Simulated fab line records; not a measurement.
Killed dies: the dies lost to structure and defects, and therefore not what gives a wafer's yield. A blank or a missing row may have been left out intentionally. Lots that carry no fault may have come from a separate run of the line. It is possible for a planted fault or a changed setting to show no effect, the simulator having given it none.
Check of tool commonality + flow gf180mcu + Sample size 11 lots and 33 wafers

== WHAT PROMPTED THE OPENING ==
On 2 of the 11 lots, a flag is raised at GF_V2_CD_MEAS_14 on the reading cd-nm. Wafers without a fault read 259.9 nm, standard deviation 1.3.
Rule: a lot gets a flag if all its wafers with a number sit over 4 standard deviations from that mean, or if no wafer of it has a number. All remaining lots are regarded as sound.

| lot  | measured     | on        | cd-nm (nm), wafer by wafer | flag    |
|------|--------------|-----------|----------------------------|---------|
| L818 | day 20 12:28 | cd-sem-02 | 259.1 259.7 261.2          |         |
| L819 | day 20 22:36 | cd-sem-02 | 261.1 259.8 260.2          |         |
| L820 | day 21 11:42 | cd-sem-01 | 261.1 260.2 259.4          |         |
| L821 | day 21 15:58 | cd-sem-01 | 257.5 258.0 257.0          |         |
| L825 | day 23 07:30 | cd-sem-02 | 252.2 252.5 252.7          | FLAGGED |
| L826 | day 23 09:15 | cd-sem-02 | 250.3 251.4 251.2          | FLAGGED |
| L831 | day 24 22:58 | cd-sem-02 | 259.0 259.1 259.3          |         |
| L833 | day 25 14:08 | cd-sem-02 | 261.3 261.2 261.1          |         |
| L836 | day 26 18:03 | cd-sem-02 | 260.8 260.5 261.2          |         |
| L840 | day 27 19:34 | cd-sem-01 | 260.2 260.9 260.5          |         |
| L841 | day 28 00:02 | cd-sem-02 | 261.8 261.7 261.1          |         |
On average the flagged lots' numbers are 251.7 nm, which is -8.2 nm against the usual, or -6 standard deviations.

== WHICH TOOL RAN EACH LOT ==
Before the reading, the record contains 3 process steps out of a 602-step route. Cell contents, in order: the tool; ch with the chambers the sampled wafers went through; the start.
| lot  | flag    | GF_V1_SPUTTER_22             | GF_V2_CMP_04                  | GF_V2_EXPOSE_11                   |
|------|---------|------------------------------|-------------------------------|-----------------------------------|
| L818 |         | pvd-sputter-04, day 18 09:28 | cmp-01 ch 1,2,3, day 19 11:20 | krf-scanner-02 ch 0, day 20 00:19 |
| L819 |         | pvd-sputter-04, day 18 19:36 | cmp-02 ch 0,2,3, day 19 22:14 | krf-scanner-01 ch 0, day 20 10:46 |
| L820 |         | pvd-sputter-01, day 19 09:29 | cmp-01 ch 1,2,3, day 20 11:43 | krf-scanner-02 ch 0, day 21 00:14 |
| L821 |         | pvd-sputter-04, day 19 13:32 | cmp-02 ch 0,3, day 20 15:50   | krf-scanner-02 ch 0, day 21 04:21 |
| L825 | FLAGGED | pvd-sputter-02, day 21 06:26 | cmp-01 ch 0,3, day 22 08:10   | krf-scanner-02 ch 0, day 22 20:08 |
| L826 | FLAGGED | pvd-sputter-02, day 21 08:44 | cmp-01 ch 0,1,2, day 22 10:36 | krf-scanner-02 ch 0, day 22 22:24 |
| L831 |         | pvd-sputter-04, day 23 00:14 | cmp-01 ch 0,1, day 24 00:21   | krf-scanner-01 ch 0, day 24 11:52 |
| L833 |         | pvd-sputter-02, day 23 16:20 | cmp-02 ch 1,3, day 24 16:19   | krf-scanner-01 ch 0, day 25 04:22 |
| L836 |         | pvd-sputter-02, day 24 21:17 | cmp-02 ch 1,2, day 25 20:22   | krf-scanner-01 ch 0, day 26 07:46 |
| L840 |         | pvd-sputter-01, day 26 00:02 | cmp-01 ch 0,1,3, day 26 22:41 | krf-scanner-01 ch 0, day 27 09:30 |
| L841 |         | pvd-sputter-02, day 26 04:21 | cmp-01 ch 2,3, day 27 03:05   | krf-scanner-01 ch 0, day 27 13:44 |
What the steps here do:
- GF_V1_SPUTTER_22: material TiN, target thk 10 nm, time 40 s.
- GF_V2_CMP_04: polishes SiO2.
- GF_V2_EXPOSE_11: exposes mask Via2, target cd 260 nm.
- GF_V2_CD_MEAS_14: target cd 260 nm.

== FLAGGED OVER TOTAL, TOOL BY TOOL (the gauges that took the reading come last) ==
| step             | tool           | lots run | flagged | share of the flagged lots | sound lots run after its first flagged lot |
|------------------|----------------|----------|---------|---------------------------|--------------------------------------------|
| GF_V1_SPUTTER_22 | pvd-sputter-01 | 2        | 0       | none                      | -                                          |
| GF_V1_SPUTTER_22 | pvd-sputter-02 | 5        | 2       | all                       | 3 (L833,L836,L841)                         |
| GF_V1_SPUTTER_22 | pvd-sputter-04 | 4        | 0       | none                      | -                                          |
| GF_V2_CMP_04     | cmp-01         | 7        | 2       | all                       | 3 (L831,L840,L841)                         |
| GF_V2_CMP_04     | cmp-02         | 4        | 0       | none                      | -                                          |
| GF_V2_EXPOSE_11  | krf-scanner-01 | 6        | 0       | none                      | -                                          |
| GF_V2_EXPOSE_11  | krf-scanner-02 | 5        | 2       | all                       | 0                                          |
| GF_V2_CD_MEAS_14 | cd-sem-01      | 3        | 0       | none                      | -                                          |
| GF_V2_CD_MEAS_14 | cd-sem-02      | 8        | 2       | all                       | 4 (L831,L833,L836,L841)                    |

== THE TABLE: WHAT IT ALLOWS ==
4 rows of the table ran every flagged lot: pvd-sputter-02 at GF_V1_SPUTTER_22, cmp-01 at GF_V2_CMP_04, krf-scanner-02 at GF_V2_EXPOSE_11, cd-sem-02 at GF_V2_CD_MEAS_14.
- pvd-sputter-02 at GF_V1_SPUTTER_22 ran 5 lots, 2 of them flagged. Sound lots ran on it after the first flagged one (L833, L836, L841), which a lasting fault on the whole tool wouldn't allow.
- cmp-01 at GF_V2_CMP_04 ran 7 lots, 2 of them flagged. Sound lots ran on it after the first flagged one (L831, L840, L841), which a lasting fault on the whole tool wouldn't allow.
- krf-scanner-02 at GF_V2_EXPOSE_11 ran 5 lots, 2 of them flagged. Its last sound lot is L821 (day 21 04:21), its first flagged lot L825 (day 22 20:08): a fault that began between those two fits. Its own readings (exposure-dose-mJ-cm2) fall more than 4 standard deviations out on all wafers of the flagged lots.
- cd-sem-02 at GF_V2_CD_MEAS_14 ran 8 lots, 2 of them flagged. Sound lots ran on it after the first flagged one (L831, L833, L836, L841), which a lasting fault on the whole tool wouldn't allow.
What remains is a single tool, krf-scanner-02 at GF_V2_EXPOSE_11.

== WHAT WAS PUT IN BY THE SIMULATOR ==
Drift in process parameters on krf-scanner-02 at GF_V2_EXPOSE_11, starting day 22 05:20. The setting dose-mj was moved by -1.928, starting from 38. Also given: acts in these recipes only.
Shown lots that were struck: L825, L826. The rule above reached the same finding.
